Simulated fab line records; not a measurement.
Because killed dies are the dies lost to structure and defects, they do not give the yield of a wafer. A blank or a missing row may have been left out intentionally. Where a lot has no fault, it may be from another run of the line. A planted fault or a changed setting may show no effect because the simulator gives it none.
Which tool was responsible? || flow gf180mcu || 12 lots, 36 wafers sampled, at 6 steps of a route of 602

WHAT THE GAUGES READ, wafer by wafer
GF_M3_OVL_MEAS_15.
{"lot": "L359", "measured": "day 21 06:43", "on": "overlay-02", "M3_OVL (nm)": "-3 -10 0"}
{"lot": "L360", "measured": "day 21 18:47", "on": "overlay-01", "M3_OVL (nm)": "6 7 -3"}
{"lot": "L361", "measured": "day 22 10:58", "on": "overlay-01", "M3_OVL (nm)": "-6 0 -4"}
{"lot": "L362", "measured": "day 22 22:23", "on": "overlay-02", "M3_OVL (nm)": "6 5 3"}
{"lot": "L371", "measured": "day 25 22:49", "on": "overlay-02", "M3_OVL (nm)": "3 -2 2"}
{"lot": "L376", "measured": "day 27 17:58", "on": "overlay-02", "M3_OVL (nm)": "2 9 -1"}
{"lot": "L377", "measured": "day 28 16:07", "on": "overlay-02", "M3_OVL (nm)": "6 -1 3"}
{"lot": "L379", "measured": "day 28 16:28", "on": "overlay-01", "M3_OVL (nm)": "13 6 9"}
{"lot": "L380", "measured": "day 28 17:01", "on": "overlay-02", "M3_OVL (nm)": "-3 2 5"}
{"lot": "L378", "measured": "day 28 17:14", "on": "overlay-01", "M3_OVL (nm)": "0 -4 -3"}
{"lot": "L381", "measured": "day 28 17:40", "on": "overlay-01", "M3_OVL (nm)": "7 5 -3"}
{"lot": "L382", "measured": "day 29 10:58", "on": "overlay-01", "M3_OVL (nm)": "-7 -1 0"}

GF_M4_RS_MEAS_05: a four-point-probe measurement.
{"lot": "L359", "measured": "day 22 09:22", "on": "filmMetro-03", "M4_ALCU_RS (ohm/sq)": "0.0693 0.0703 0.0702"}
{"lot": "L360", "measured": "day 22 21:44", "on": "filmMetro-03", "M4_ALCU_RS (ohm/sq)": "0.0685 0.0696 0.0704"}
{"lot": "L361", "measured": "day 23 13:38", "on": "filmMetro-03", "M4_ALCU_RS (ohm/sq)": "0.0699 0.0707 0.0701"}
{"lot": "L362", "measured": "day 24 00:50", "on": "filmMetro-02", "M4_ALCU_RS (ohm/sq)": "0.0687 0.0687 0.0687"}
{"lot": "L371", "measured": "day 26 22:29", "on": "filmMetro-03", "M4_ALCU_RS (ohm/sq)": "0.0648 0.0677 0.0651"}
{"lot": "L376", "measured": "day 28 17:10", "on": "filmMetro-01", "M4_ALCU_RS (ohm/sq)": "0.0706 0.0706 0.0711"}
{"lot": "L377", "measured": "day 29 17:43", "on": "filmMetro-03", "M4_ALCU_RS (ohm/sq)": "0.0682 0.0687 0.0685"}
{"lot": "L379", "measured": "day 29 14:43", "on": "filmMetro-02", "M4_ALCU_RS (ohm/sq)": "0.0704 0.0700 0.0695"}
{"lot": "L380", "measured": "day 29 15:02", "on": "filmMetro-01", "M4_ALCU_RS (ohm/sq)": "0.0712 0.0700 0.0705"}
{"lot": "L378", "measured": "day 29 15:26", "on": "filmMetro-02", "M4_ALCU_RS (ohm/sq)": "0.0698 0.0687 0.0697"}
{"lot": "L381", "measured": "day 29 16:08", "on": "filmMetro-02", "M4_ALCU_RS (ohm/sq)": "0.0687 0.0707 0.0706"}
{"lot": "L382", "measured": "day 30 09:58", "on": "filmMetro-03", "M4_ALCU_RS (ohm/sq)": "0.0699 0.0697 0.0692"}

GF_M4_THK_MEAS_06: measures by xrf.
{"lot": "L359", "measured": "day 22 09:29", "on": "filmMetro-03", "M4_ALCU_THK (nm)": "452 446 448"}
{"lot": "L360", "measured": "day 22 21:51", "on": "filmMetro-03", "M4_ALCU_THK (nm)": "455 448 445"}
{"lot": "L361", "measured": "day 23 13:45", "on": "filmMetro-03", "M4_ALCU_THK (nm)": "447 443 446"}
{"lot": "L362", "measured": "day 24 00:56", "on": "filmMetro-02", "M4_ALCU_THK (nm)": "458 459 457"}
{"lot": "L371", "measured": "day 26 22:37", "on": "filmMetro-03", "M4_ALCU_THK (nm)": "481 461 478"}
{"lot": "L376", "measured": "day 28 17:16", "on": "filmMetro-01", "M4_ALCU_THK (nm)": "445 446 442"}
{"lot": "L377", "measured": "day 29 17:50", "on": "filmMetro-03", "M4_ALCU_THK (nm)": "456 453 453"}
{"lot": "L379", "measured": "day 29 14:50", "on": "filmMetro-02", "M4_ALCU_THK (nm)": "445 449 451"}
{"lot": "L380", "measured": "day 29 15:08", "on": "filmMetro-01", "M4_ALCU_THK (nm)": "443 452 444"}
{"lot": "L378", "measured": "day 29 15:34", "on": "filmMetro-02", "M4_ALCU_THK (nm)": "449 457 450"}
{"lot": "L381", "measured": "day 29 16:15", "on": "filmMetro-02", "M4_ALCU_THK (nm)": "458 442 445"}
{"lot": "L382", "measured": "day 30 10:04", "on": "filmMetro-03", "M4_ALCU_THK (nm)": "448 448 449"}

TOOL THAT RAN EACH LOT (tool first, then ch and the chambers of the sampled wafers, then the start)
{"lot": "L359", "GF_V3_SPUTTER_22": "pvdSputter-03, day 22 08:31", "GF_M4_SPUTTER_00": "pvdSputter-02, day 22 09:09", "GF_M4_SPUTTER_02": "pvdSputter-02, day 22 09:17"}
{"lot": "L360", "GF_V3_SPUTTER_22": "pvdSputter-04, day 22 20:40", "GF_M4_SPUTTER_00": "pvdSputter-01, day 22 21:30", "GF_M4_SPUTTER_02": "pvdSputter-01, day 22 21:38"}
{"lot": "L361", "GF_V3_SPUTTER_22": "pvdSputter-04, day 23 12:40", "GF_M4_SPUTTER_00": "pvdSputter-04, day 23 13:24", "GF_M4_SPUTTER_02": "pvdSputter-04, day 23 13:32"}
{"lot": "L362", "GF_V3_SPUTTER_22": "pvdSputter-01, day 23 23:50", "GF_M4_SPUTTER_00": "pvdSputter-02, day 24 00:35", "GF_M4_SPUTTER_02": "pvdSputter-02, day 24 00:43"}
{"lot": "L371", "GF_V3_SPUTTER_22": "pvdSputter-03, day 26 21:19", "GF_M4_SPUTTER_00": "pvdSputter-04, day 26 22:16", "GF_M4_SPUTTER_02": "pvdSputter-04, day 26 22:24"}
{"lot": "L376", "GF_V3_SPUTTER_22": "pvdSputter-04, day 28 16:11", "GF_M4_SPUTTER_00": "pvdSputter-01, day 28 16:55", "GF_M4_SPUTTER_02": "pvdSputter-01, day 28 17:03"}
{"lot": "L377", "GF_V3_SPUTTER_22": "pvdSputter-03, day 29 13:48", "GF_M4_SPUTTER_00": "pvdSputter-04, day 29 14:40", "GF_M4_SPUTTER_02": "pvdSputter-04, day 29 17:38"}
{"lot": "L379", "GF_V3_SPUTTER_22": "pvdSputter-04, day 29 13:52", "GF_M4_SPUTTER_00": "pvdSputter-02, day 29 14:29", "GF_M4_SPUTTER_02": "pvdSputter-02, day 29 14:37"}
{"lot": "L380", "GF_V3_SPUTTER_22": "pvdSputter-01, day 29 14:04", "GF_M4_SPUTTER_00": "pvdSputter-01, day 29 14:47", "GF_M4_SPUTTER_02": "pvdSputter-01, day 29 14:55"}
{"lot": "L378", "GF_V3_SPUTTER_22": "pvdSputter-03, day 29 14:29", "GF_M4_SPUTTER_00": "pvdSputter-02, day 29 15:13", "GF_M4_SPUTTER_02": "pvdSputter-02, day 29 15:21"}
{"lot": "L381", "GF_V3_SPUTTER_22": "pvdSputter-03, day 29 15:17", "GF_M4_SPUTTER_00": "pvdSputter-01, day 29 15:55", "GF_M4_SPUTTER_02": "pvdSputter-01, day 29 16:02"}
{"lot": "L382", "GF_V3_SPUTTER_22": "pvdSputter-04, day 30 09:04", "GF_M4_SPUTTER_00": "pvdSputter-02, day 30 09:42", "GF_M4_SPUTTER_02": "pvdSputter-02, day 30 09:50"}
- GF_V3_SPUTTER_22: material TiN, target thk 10 nm, time 40 s.
- GF_M4_SPUTTER_00: material Ti, target thk 37.5 nm, time 150 s.
- GF_M4_SPUTTER_02: material AlCu, target thk 450 nm, time 23.9 s.

WHAT THE TOOLS THEMSELVES READ (means of the sampled wafers that have a number; where no wafer has one, the mark that the record gives instead)
GF_V3_SPUTTER_22.
{"lot": "L359", "tool": "pvdSputter-03", "throttleValvePct (%)": 29.9}
{"lot": "L360", "tool": "pvdSputter-04", "throttleValvePct (%)": 29.7}
{"lot": "L361", "tool": "pvdSputter-04", "throttleValvePct (%)": 29.9}
{"lot": "L362", "tool": "pvdSputter-01", "throttleValvePct (%)": 29.7}
{"lot": "L371", "tool": "pvdSputter-03", "throttleValvePct (%)": 29.8}
{"lot": "L376", "tool": "pvdSputter-04", "throttleValvePct (%)": 29.9}
{"lot": "L377", "tool": "pvdSputter-03", "throttleValvePct (%)": 29.7}
{"lot": "L379", "tool": "pvdSputter-04", "throttleValvePct (%)": 29.0}
{"lot": "L380", "tool": "pvdSputter-01", "throttleValvePct (%)": 29.0}
{"lot": "L378", "tool": "pvdSputter-03", "throttleValvePct (%)": 29.4}
{"lot": "L381", "tool": "pvdSputter-03", "throttleValvePct (%)": 29.5}
{"lot": "L382", "tool": "pvdSputter-04", "throttleValvePct (%)": 29.0}

GF_M4_SPUTTER_00.
{"lot": "L359", "tool": "pvdSputter-02", "throttleValvePct (%)": 30.1}
{"lot": "L360", "tool": "pvdSputter-01", "throttleValvePct (%)": 29.6}
{"lot": "L361", "tool": "pvdSputter-04", "throttleValvePct (%)": 29.1}
{"lot": "L362", "tool": "pvdSputter-02", "throttleValvePct (%)": 30.5}
{"lot": "L371", "tool": "pvdSputter-04", "throttleValvePct (%)": 29.7}
{"lot": "L376", "tool": "pvdSputter-01", "throttleValvePct (%)": 29.4}
{"lot": "L377", "tool": "pvdSputter-04", "throttleValvePct (%)": 29.1}
{"lot": "L379", "tool": "pvdSputter-02", "throttleValvePct (%)": 30.3}
{"lot": "L380", "tool": "pvdSputter-01", "throttleValvePct (%)": 29.9}
{"lot": "L378", "tool": "pvdSputter-02", "throttleValvePct (%)": 29.9}
{"lot": "L381", "tool": "pvdSputter-01", "throttleValvePct (%)": 29.2}
{"lot": "L382", "tool": "pvdSputter-02", "throttleValvePct (%)": 30.2}

GF_M4_SPUTTER_02.
{"lot": "L359", "tool": "pvdSputter-02", "throttleValvePct (%)": 29.9}
{"lot": "L360", "tool": "pvdSputter-01", "throttleValvePct (%)": 29.7}
{"lot": "L361", "tool": "pvdSputter-04", "throttleValvePct (%)": 29.0}
{"lot": "L362", "tool": "pvdSputter-02", "throttleValvePct (%)": 30.4}
{"lot": "L371", "tool": "pvdSputter-04", "throttleValvePct (%)": 29.7}
{"lot": "L376", "tool": "pvdSputter-01", "throttleValvePct (%)": 29.3}
{"lot": "L377", "tool": "pvdSputter-04", "throttleValvePct (%)": 29.1}
{"lot": "L379", "tool": "pvdSputter-02", "throttleValvePct (%)": 30.3}
{"lot": "L380", "tool": "pvdSputter-01", "throttleValvePct (%)": 29.8}
{"lot": "L378", "tool": "pvdSputter-02", "throttleValvePct (%)": 29.9}
{"lot": "L381", "tool": "pvdSputter-01", "throttleValvePct (%)": 29.2}
{"lot": "L382", "tool": "pvdSputter-02", "throttleValvePct (%)": 29.9}

THE ANSWER, worked out from the rows above alone
Rule: the usual values come from the lots themselves. Put in order of their means at a reading, lots are off if they are a third of the lots or fewer, leave a main group of 4 or more, and stand apart from it by a gap of 3 or more times the standard deviation of the main group's means; of several such gaps the widest counts. If all means in a main group match to the digits the tables above print for the reading, that group is not used. Also off: a lot with no number at a reading for which 4 or more lots have one. Any other lot the step has rows for is counted as sound. Order of review: gauges by route order, followed by the tools' own readings, for which a lot's mean as printed above is used. The first step at which some lot is off is used, and at that step the reading that is off furthest; a lot without a number counts as furthest.
Off: L371, seen at GF_M4_RS_MEAS_05 (M4_ALCU_RS). The main group: mean 0.0697 ohm/sq, standard deviation 0.00068.
A tool fits if, at a process step before that reading, it ran every lot that is off, and no sound lot after the first of them. Those tools and the gauges at GF_M4_RS_MEAS_05 are tried in the same way. None of those tried fits.

WHAT THE SIMULATOR PUT IN
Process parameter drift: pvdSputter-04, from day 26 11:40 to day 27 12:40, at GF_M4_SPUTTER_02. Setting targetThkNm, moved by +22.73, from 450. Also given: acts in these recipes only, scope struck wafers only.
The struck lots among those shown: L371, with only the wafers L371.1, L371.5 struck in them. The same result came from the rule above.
